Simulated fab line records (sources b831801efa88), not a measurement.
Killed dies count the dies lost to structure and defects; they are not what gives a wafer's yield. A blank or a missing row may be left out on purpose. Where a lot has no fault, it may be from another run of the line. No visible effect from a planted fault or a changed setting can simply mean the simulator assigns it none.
The tool behind it: which one?    flow gf180mcu    6 lots, 18 wafers sampled, at 3 steps of a route of 602

WHAT EACH GAUGE READ, for each wafer
GF_M5_CD_MEAS_07: the cd target is 280 nm.
lot   measured      on         cd nm (nm)
L329  day 26 09:20  cd sem-01  279.5 279.3 281.1
L333  day 28 02:10  cd sem-01  278.7 279.0 279.6
L338  day 29 08:40  cd sem-02  281.6 279.2 279.1
L340  day 30 02:39  cd sem-02  292.8 292.0 291.7
L347  day 31 21:32  cd sem-01  282.6 282.9 282.7
L350  day 32 13:58  cd sem-02  281.6 281.1 280.7

TOOL THAT RAN EACH LOT (tool first, then ch and the chambers of the sampled wafers, then the start)
lot   GF_MIM_CVD_05                    GF_M5_SOFTBAKE_03
L329  pecvd-03 ch 0,1,2, day 24 14:16  litho track-04 ch 0, day 25 23:23
L333  pecvd-02 ch 0,1, day 26 09:05    litho track-04 ch 0, day 27 16:20
L338  pecvd-01 ch 0,2, day 27 17:11    litho track-01 ch 0, day 28 22:40
L340  pecvd-02 ch 0,1,2, day 28 12:16  litho track-04 ch 0, day 29 17:14
L347  pecvd-02 ch 0,1,2, day 30 10:09  litho track-02 ch 0, day 31 12:46
L350  pecvd-01 ch 0,2, day 31 03:58    litho track-04 ch 0, day 32 05:35
- GF_MIM_CVD_05: deposits Si3N4, target thk 42 nm, time 29.086 s.
- GF_M5_SOFTBAKE_03: time 60 s.

THE ANSWER, worked out from the rows above alone
Rule: the usual values come from the lots themselves. Put in order of their means at a reading, lots are off if they are a third of the lots or fewer, leave a main group of 4 or more, and stand apart from it by a gap of 3 or more times the standard deviation of the main group's means; of several such gaps the widest counts. If all means in a main group match to the digits the tables above print for the reading, that group is not used. A lot without any number at a reading at which 4 lots or more have one is off too. Where the step has rows for the other lots, those lots are counted as sound.
Off: L340, at GF_M5_CD_MEAS_07 (cd nm). Mean 280.6 nm and standard deviation 1.3 in the main group.
If a tool, at a process step before that reading, ran all the lots that are off and no sound lot after the first of them, it fits. Those tools and the gauges at GF_M5_CD_MEAS_07 are tried in the same way. Of those tried, none fits.

WHAT WAS PUT IN BY THE SIMULATOR
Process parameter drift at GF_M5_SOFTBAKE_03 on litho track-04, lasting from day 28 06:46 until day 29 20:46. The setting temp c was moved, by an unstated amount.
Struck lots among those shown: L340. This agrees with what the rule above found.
